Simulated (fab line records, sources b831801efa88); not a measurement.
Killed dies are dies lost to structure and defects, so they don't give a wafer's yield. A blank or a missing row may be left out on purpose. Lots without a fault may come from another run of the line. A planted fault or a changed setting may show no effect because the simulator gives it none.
Chamber matching | flow sfq_line | SFQ_TRILAYER_L0_CAP_PECVD_011 on pecvd-01: 3 sister chambers
The step deposits SiO2 from SiH4/N2O, time 13.333 s, target thk 60 nm. 14 wafers are shown with their chamber, then 7 later ones without.

WAFERS WITH THEIR CHAMBER
wafer  | chamber | throttle_valve_pct (%) | heater_power_w (W)
L865.4 | 1       | 26.6                   | 86
L865.5 | 2       | 25.9                   | 87
L865.6 | 0       | 27.5                   | 76
L872.1 | 1       | 26.4                   | 85
L872.3 | 0       | 27.6                   | 88
L872.6 | 2       | 26.0                   | 86
L879.1 | 0       | 27.5                   | 81
L879.4 | 1       | 26.3                   | 86
L879.6 | 0       | 27.7                   | 82
L880.2 | 0       | 27.4                   | 90
L880.4 | 1       | 26.2                   | 75
L880.6 | 0       | 27.7                   | 87
L882.1 | 1       | 26.4                   | 73
L882.4 | 1       | 26.3                   | 72

SIGNATURES (means of the wafers above)
reading            | chamber 0 | chamber 1 | chamber 2 | scatter within a chamber
throttle_valve_pct | 27.567    | 26.367    | 25.950    | 0.125
heater_power_w     | 84.00     | 79.50     | 86.50     | 5.82
Rule: a wafer's distance from a chamber is the root of the sum, over the readings, of the square of ((its reading less the chamber's mean) divided by the reading's scatter). The wafer belongs to the nearest chamber; if the next one is less than 2 further off, it can't be placed. The scatter: the root of (the sum of the squares of (reading less its chamber's mean) over the shown wafers, divided by (wafers less chambers)).

WAFERS WITHOUT THEIR CHAMBER
wafer  | throttle_valve_pct (%) | heater_power_w (W)
L882.5 | 27.9                   | 77
L887.3 | 26.9                   | 90
L887.5 | 27.8                   | 83
L887.6 | 26.3                   | 87
L888.2 | 26.3                   | 76
L888.3 | 27.6                   | 78
L888.6 | 27.8                   | 80

WHICH CHAMBER EACH WENT THROUGH
wafer  | from the rows above     | in truth
L882.5 | 0                       | 0
L887.3 | can't be placed: 1 or 0 | 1
L887.5 | 0                       | 0
L887.6 | can't be placed: 1 or 2 | 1
L888.2 | 1                       | 1
L888.3 | 0                       | 0
L888.6 | 0                       | 0
Placed correctly: 5 of 7. Can't be placed from these rows: 2 (the true chamber is among the candidates in 2). Placed wrongly: 0.
